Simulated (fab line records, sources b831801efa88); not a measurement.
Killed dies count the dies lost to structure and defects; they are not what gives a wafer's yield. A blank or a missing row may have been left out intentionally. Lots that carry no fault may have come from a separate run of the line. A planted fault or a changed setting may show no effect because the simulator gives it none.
The tool behind it: which one? | flow gf180mcu | 13 lots, 39 wafers sampled, at 5 steps of a route of 602

== WHAT THE GAUGES READ, wafer by wafer ==
GF_M3_THK_MEAS_06: measures by xrf. Usual: for M3_ALCU_THK the level is 440 nm and the standard deviation is 5.9.
lot  | measured     | on           | M3_ALCU_THK (nm) | flag
L686 | day 19 20:29 | filmMetro-04 | 433 431 436      | 
L687 | day 20 08:44 | filmMetro-02 | 439 434 439      | 
L691 | day 22 05:02 | filmMetro-04 | 452 441 439      | 
L690 | day 22 05:15 | filmMetro-02 | 448 438 448      | 
L692 | day 22 13:20 | filmMetro-03 | 438 439 444      | 
L693 | day 23 02:34 | filmMetro-02 | 431 433 439      | 
L696 | day 24 09:11 | filmMetro-04 | 450 435 450      | 
L706 | day 27 06:16 | filmMetro-03 | 429 435 437      | 
L707 | day 27 10:53 | filmMetro-03 | 443 429 444      | 
L708 | day 27 17:35 | filmMetro-03 | 436 444 443      | 
L709 | day 28 02:08 | filmMetro-02 | 441 447 433      | 

== TOOL THAT RAN EACH LOT (tool first, then ch and the chambers of the sampled wafers, then the start) ==
lot  | GF_HV_LDD_RTA_52                | GF_CONTACT_CVD_00                | GF_CONTACT_ETCH_17                           | GF_V1_CVD_02
L686 | rtpAnneal-02 ch 0, day 12 02:37 | hdpcvd-01 ch 0, day 14 20:41     | rieDiel-04 ch 0,2,3, day 16 18:01 or earlier | pecvd-02 ch 0,1,2, day 16 18:01
L687 | rtpAnneal-02 ch 0, day 12 11:07 | hdpcvd-01 ch 0,1,2, day 15 07:07 | rieDiel-02 ch 0,1, day 17 05:34 or earlier   | pecvd-04 ch 0,1, day 17 05:34
L691 | rtpAnneal-01 ch 0, day 14 00:58 | hdpcvd-02 ch 0,1, day 16 23:42   | rieDiel-02 ch 0,3, day 19 00:35 or earlier   | pecvd-01 ch 0,1,2, day 19 00:35
L690 | rtpAnneal-02 ch 0, day 14 03:54 | hdpcvd-01 ch 0,1,2, day 17 01:28 | rieDiel-02 ch 1,2, day 19 01:34 or earlier   | pecvd-02 ch 0,1,2, day 19 01:34
L692 | rtpAnneal-01 ch 0, day 14 08:55 | hdpcvd-02 ch 0,1, day 17 07:33   | rieDiel-04 ch 0,1, day 19 09:29 or earlier   | pecvd-02 ch 1,2, day 19 09:29
L693 | rtpAnneal-02 ch 0, day 14 22:19 | hdpcvd-01 ch 0,1,2, day 17 21:30 | rieDiel-02 ch 0,1,3, day 20 00:11 or earlier | pecvd-04 ch 0,2, day 20 00:11
L696 | rtpAnneal-02 ch 0, day 16 04:37 | hdpcvd-02 ch 0,1, day 19 03:40   | rieDiel-03 ch 2,3, day 21 06:27 or earlier   | pecvd-02 ch 1,2, day 21 06:27
L701 | rtpAnneal-01 ch 0, day 17 15:07 | hdpcvd-01 ch 0,1,2, day 20 17:52 | rieDiel-03 ch 0,1, day 33 07:47 or earlier   | -
L702 | rtpAnneal-02 ch 0, day 18 02:34 | hdpcvd-01 ch 0,1,2, day 21 03:52 | rieDiel-04 ch 1,2,3, day 33 12:43 or earlier | -
L706 | rtpAnneal-02 ch 0, day 19 07:28 | hdpcvd-01 ch 0,1,2, day 22 11:49 | rieDiel-04 ch 0,1,2, day 24 11:14 or earlier | pecvd-04 ch 0,2, day 24 11:14
L707 | rtpAnneal-01 ch 0, day 19 12:39 | hdpcvd-01 ch 0,1,2, day 22 15:33 | rieDiel-03 ch 1,3, day 24 15:17 or earlier   | pecvd-02 ch 0,1,2, day 24 15:17
L708 | rtpAnneal-01 ch 0, day 19 20:37 | hdpcvd-01 ch 0,1, day 22 23:26   | rieDiel-02 ch 0,1,3, day 24 22:31 or earlier | pecvd-01 ch 0,1, day 24 22:31
L709 | rtpAnneal-01 ch 0, day 20 05:29 | hdpcvd-02 ch 0,1,2, day 23 08:37 | rieDiel-02 ch 0,1,3, day 25 07:32 or earlier | pecvd-04 ch 0,1, day 25 07:32
- GF_HV_LDD_RTA_52: time 10 s.
- GF_CONTACT_CVD_00: deposits SiO2, target thk 300 nm, time 50 s.
- GF_CONTACT_ETCH_17: etches SiO2 in C4F8/O2/Ar, stops on CoSi2, target depth 860 nm.
- GF_V1_CVD_02: deposits SiO2 from TEOS, target thk 850 nm, time 94.851 s.

== WHAT THE TOOLS THEMSELVES READ (means of the sampled wafers that have a number; where no wafer has one, the mark that the record gives instead) ==
GF_HV_LDD_RTA_52. Usual: chamberO2Ppm 2.001, standard deviation 0.026; lampPowerPct 33.45 %, standard deviation 0.13; wafer_temp_C_max 1004.3, standard deviation 0.91.
lot  | tool         | chamberO2Ppm | lampPowerPct (%) | wafer_temp_C_max | flag
L686 | rtpAnneal-02 | 1.956        | 33.57            | 1004.4           | 
L687 | rtpAnneal-02 | 2.020        | 33.54            | 1004.2           | 
L691 | rtpAnneal-01 | 2.026        | 33.30            | 1004.3           | 
L690 | rtpAnneal-02 | 2.015        | 33.58            | 1004.8           | 
L692 | rtpAnneal-01 | 2.005        | 33.32            | 1004.1           | 
L693 | rtpAnneal-02 | 2.011        | 33.54            | 1004.4           | 
L696 | rtpAnneal-02 | 2.021        | 33.57            | 1004.4           | 
L701 | rtpAnneal-01 | 2.033        | 33.32            | 1004.5           | 
L702 | rtpAnneal-02 | 1.999        | 33.55            | 1005.2           | 
L706 | rtpAnneal-02 | 2.023        | 33.57            | 1003.4           | 
L707 | rtpAnneal-01 | 2.008        | 33.31            | 1004.0           | 
L708 | rtpAnneal-01 | 2.026        | 33.32            | 1004.7           | 
L709 | rtpAnneal-01 | 2.000        | 33.32            | 1003.1           | 

GF_CONTACT_CVD_00. Usual: pressureMtorr 6.000 mTorr, standard deviation 0.011; runLengthS 77.9 s, standard deviation 0.5.
lot  | tool      | pressureMtorr (mTorr) | runLengthS (s) | flag
L686 | hdpcvd-01 | 6.003                 | 78.1           | 
L687 | hdpcvd-01 | 6.003                 | 77.8           | 
L691 | hdpcvd-02 | 5.996                 | 77.9           | 
L690 | hdpcvd-01 | 5.997                 | 78.0           | 
L692 | hdpcvd-02 | 5.998                 | 78.0           | 
L693 | hdpcvd-01 | 6.002                 | 77.8           | 
L696 | hdpcvd-02 | 6.011                 | 78.0           | 
L701 | hdpcvd-01 | -                     | -              | OFF
L702 | hdpcvd-01 | -                     | -              | OFF
L706 | hdpcvd-01 | 6.008                 | 78.1           | 
L707 | hdpcvd-01 | 6.001                 | 78.1           | 
L708 | hdpcvd-01 | 5.993                 | 78.5           | 
L709 | hdpcvd-02 | 6.004                 | 77.4           | 

GF_CONTACT_ETCH_17. Usual: oesProductAu 0.815 a.u., standard deviation 0.0052; rfFwdPowerW 1495 W, standard deviation 5.2.
lot  | tool       | oesProductAu (a.u.) | rfFwdPowerW (W) | flag
L686 | rieDiel-04 | 0.819               | 1494            | 
L687 | rieDiel-02 | 0.820               | 1494            | 
L691 | rieDiel-02 | 0.815               | 1496            | 
L690 | rieDiel-02 | 0.818               | 1498            | 
L692 | rieDiel-04 | 0.818               | 1499            | 
L693 | rieDiel-02 | 0.812               | 1492            | 
L696 | rieDiel-03 | 0.812               | 1496            | 
L701 | rieDiel-03 | 0.662               | 1501            | OFF
L702 | rieDiel-04 | 0.663               | 1494            | OFF
L706 | rieDiel-04 | 0.815               | 1495            | 
L707 | rieDiel-03 | 0.813               | 1493            | 
L708 | rieDiel-02 | 0.813               | 1497            | 
L709 | rieDiel-02 | 0.813               | 1493            | 

GF_V1_CVD_02. Usual: heaterPowerOuterW 349 W, standard deviation 60; heaterPowerW 622 W, standard deviation 91; rfFwdPowerW 596.1 W, standard deviation 2.2.
lot  | tool     | heaterPowerOuterW (W) | heaterPowerW (W) | rfFwdPowerW (W) | flag
L686 | pecvd-02 | 355                   | 605              | 594.9           | 
L687 | pecvd-04 | 394                   | 683              | 598.2           | 
L691 | pecvd-01 | 301                   | 574              | 597.8           | 
L690 | pecvd-02 | 359                   | 603              | 595.8           | 
L692 | pecvd-02 | 355                   | 609              | 596.5           | 
L693 | pecvd-04 | 407                   | 753              | 597.9           | 
L696 | pecvd-02 | 348                   | 595              | 596.7           | 
L706 | pecvd-04 | 435                   | 764              | 596.8           | 
L707 | pecvd-02 | 329                   | 569              | 596.4           | 
L708 | pecvd-01 | 339                   | 601              | 598.3           | 
L709 | pecvd-04 | 376                   | 662              | 595.5           | 

== THE ANSWER, worked out from the rows above alone ==
Rule: a lot counts as off when the mean over its wafers that have a number is more than 3 standard deviations away from the usual mean. Also off: a lot with no number at a reading for which 4 or more lots have one. Any other lot the step has rows for is counted as sound. After the gauges, taken in route order, come the tools' own readings; for these a lot's mean is taken, as printed above. The first step at which some lot is off is used, and at that step the reading that is off furthest; a lot without a number counts as furthest.
Off, at GF_CONTACT_CVD_00 on pressureMtorr: L701, L702. Without a number there: L701, L702.
If a tool, at that step or one of the process steps before it, ran each lot that is off and ran no sound lot following the first of them, it fits. Of those tried, none fits.

== WHAT WAS PUT IN BY THE SIMULATOR ==
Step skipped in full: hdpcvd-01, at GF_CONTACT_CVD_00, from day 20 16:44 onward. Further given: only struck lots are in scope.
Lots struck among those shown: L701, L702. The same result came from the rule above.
